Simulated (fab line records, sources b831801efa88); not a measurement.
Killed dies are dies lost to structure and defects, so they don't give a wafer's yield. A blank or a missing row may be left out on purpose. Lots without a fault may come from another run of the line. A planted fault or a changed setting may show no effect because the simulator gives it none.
Matching of chambers    flow gf180mcu    3 sister chambers for GF_PASSIVATION_CVD_00 on pecvd-02
The step deposits SiO2 from TEOS, target thk 1000 nm, time 111.95 s. 3 wafers are shown with their chamber, then 12 later ones without.

## EACH WAFER AND ITS CHAMBER
wafer   chamber  heater_power_w (W)
L089.1  1        701
L089.5  2        592
L089.6  0        624

## WAFERS WITHOUT THEIR CHAMBER
wafer   heater_power_w (W)
L090.1  694
L090.4  767
L090.5  609
L091.4  598
L091.5  627
L091.6  636
L096.1  580
L096.2  659
L096.5  684
L097.2  640
L097.3  637
L097.5  511

## WHICH CHAMBER EACH ONE RAN IN
wafer   from the rows above           in truth
L090.1  can't be placed: 1 or 0       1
L090.4  1                             1
L090.5  can't be placed: 0 or 2       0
L091.4  can't be placed: 2 or 0       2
L091.5  can't be placed: 0 or 2       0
L091.6  can't be placed: 0 or 2 or 1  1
L096.1  can't be placed: 2 or 0       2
L096.2  can't be placed: 0 or 1 or 2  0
L096.5  can't be placed: 1 or 0       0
L097.2  can't be placed: 0 or 2 or 1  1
L097.3  can't be placed: 0 or 2 or 1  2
L097.5  can't be placed: 2 or 0       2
Placed correctly: 1 of 12. Unplaceable from these rows: 11, with the true chamber sitting among the candidates in 11. Placed wrongly: 0.
How it was worked out, from the rows above alone: a wafer's distance from a chamber is the root of the sum, over the readings, of the square of ((its reading less the chamber's mean) divided by the reading's scatter). If the next closest chamber is less than 2 further off than the closest, the wafer can't be placed; otherwise it belongs to the closest. Each chamber's mean is taken over the wafers shown for it. The scatter: root of mean squared gap, hidden wafer to nearest shown wafer, with one shown wafer a chamber.
